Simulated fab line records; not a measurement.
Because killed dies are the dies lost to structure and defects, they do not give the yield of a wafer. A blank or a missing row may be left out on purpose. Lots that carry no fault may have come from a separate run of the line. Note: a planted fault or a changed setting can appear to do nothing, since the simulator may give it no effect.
Problem report, 8D (eight disciplines) form, completed by code || flow sky130 || the parts of the form that need people (team, actions taken, sign-off) are left out

1. THE ISSUE
Mean of killed_at_M0_to_M3 at SKY_PAD_OPEN_PROBE_99: 453 across 6 wafers in 2 lots; on wafers with no fault it is 42 (standard deviation 6.4). Relative to the usual mean, that is a shift of +64 standard deviations.
The first sign was on wafer L947.4 at day 48 14:35, on prober-02. The record holds 6 wafers of 2 lots with a number at this step. Rule for "out", or "out of limits": more than 4 standard deviations from the usual mean. Any other wafer with a number is counted as sound.

2. WHAT IT IS; WHAT IT IS NOT
{"question": "which readings at this step", "is": "killed_at_M0_to_M3, defectLimitedYield, killedDies, killedOnRim, sort_bin_5_function, sortNPass, sortYieldPct", "is not": "killedAtContacts, killedOpen, killedShort, sort_bin_3_pad_short, sort_bin_6_memory"}
{"question": "which lots", "is": "L947, L949", "is not": "-"}
{"question": "which wafers of those lots", "is": "all that have a number", "is not": "-"}
{"question": "read on which tools", "is": "prober-02", "is not": "-"}
{"question": "when", "is": "from day 48 14:35", "is not": "up to then (0 sound wafers)"}

3. THE SUSPECTS, EACH WITH WHAT RULES IT OUT
Counting: a tool at a process step up to the reading stays a suspect if it ran every lot that is out and no sound lot after the first of them.
- plasmaAsher-01 at SKY_VIA1_STRIP_16 (strips in O2/N2): kept. It ran every lot that is out, first L947 (day 37 11:43), and no sound lot after that.
- pvdSputter-04 at SKY_VIA1_SPUTTER_20 (material TiN, target thk 20 nm, time 80 s): kept. It ran every lot that is out, first L947 (day 37 12:17), and no sound lot after that.
- prober-02 at SKY_PAD_OPEN_PROBE_99: kept. It ran every lot that is out, first L947 (day 48 14:35), and no sound lot after that. On those wafers its own readings are out: defectLimitedYield, killed_at_M0_to_M3, killedDies, killedOnRim, sort_bin_5_function, sortNPass, sortYieldPct.
Left after counting: plasmaAsher-01 at SKY_VIA1_STRIP_16, pvdSputter-04 at SKY_VIA1_SPUTTER_20, prober-02 at SKY_PAD_OPEN_PROBE_99.

4. THE CAUSE (what the simulator had put in)
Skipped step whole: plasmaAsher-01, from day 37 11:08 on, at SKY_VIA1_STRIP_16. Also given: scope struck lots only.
3 suspects survive the count, and this tool is in that group.

5. THE EFFECT CHAIN, in route order
Each row: a reading where the mean over the struck wafers with a number is more than 3 standard deviations away from the usual. Only readings for which the record gives a usual standard deviation are gone through. hours: the time from each lot's start at the first step in this table that gives one to its start at this step, as a median over the lots. sigmas: the change in usual standard deviations.
{"hours": 0, "step": "SKY_PAD_OPEN_PROBE_99", "reading": "defectLimitedYield", "usual": "82.5 %", "on struck wafers": 0.0, "change": -82.5, "sigmas": -43}
{"hours": 0, "step": "SKY_PAD_OPEN_PROBE_99", "reading": "killed_at_M0_to_M3", "usual": 42, "on struck wafers": 453, "change": "+411", "sigmas": "+64"}
{"hours": 0, "step": "SKY_PAD_OPEN_PROBE_99", "reading": "killedDies", "usual": 86, "on struck wafers": 492, "change": "+406", "sigmas": "+44"}
{"hours": 0, "step": "SKY_PAD_OPEN_PROBE_99", "reading": "killedOnRim", "usual": 17, "on struck wafers": 96, "change": "+79", "sigmas": "+20"}
{"hours": 0, "step": "SKY_PAD_OPEN_PROBE_99", "reading": "sort_bin_5_function", "usual": "10.4 %", "on struck wafers": 94.1, "change": "+83.7", "sigmas": "+56"}
{"hours": 0, "step": "SKY_PAD_OPEN_PROBE_99", "reading": "sortNPass", "usual": 406, "on struck wafers": 0, "change": -406, "sigmas": -44}
{"hours": 0, "step": "SKY_PAD_OPEN_PROBE_99", "reading": "sortYieldPct", "usual": "82.5 %", "on struck wafers": 0.0, "change": -82.5, "sigmas": -43}
It contains these process steps:
- SKY_PAD_OPEN_PROBE_99
Readings that are blank on the struck wafers while sound wafers have them: chamberPressureMTorr at SKY_VIA1_STRIP_16; drypumpMotorCurrentA at SKY_VIA1_STRIP_16; oesProductAu at SKY_VIA1_STRIP_16; stripTimeToEndpointS at SKY_VIA1_STRIP_16.

6. WHAT WOULD HAVE CAUGHT IT SOONER
The fault began at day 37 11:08; the first out-of-limits reading in this record came at day 48 14:35, 267 hours later.
At SKY_VIA1_STRIP_16 the tool's readings are blank on the struck wafers, where sound wafers have them: an empty tool record is the first sign, and it was there at once.
All the lots that are out (2) had begun SKY_VIA1_STRIP_16 on plasmaAsher-01 by day 48 14:35. A hold on the tool at that time would have spared none of them.
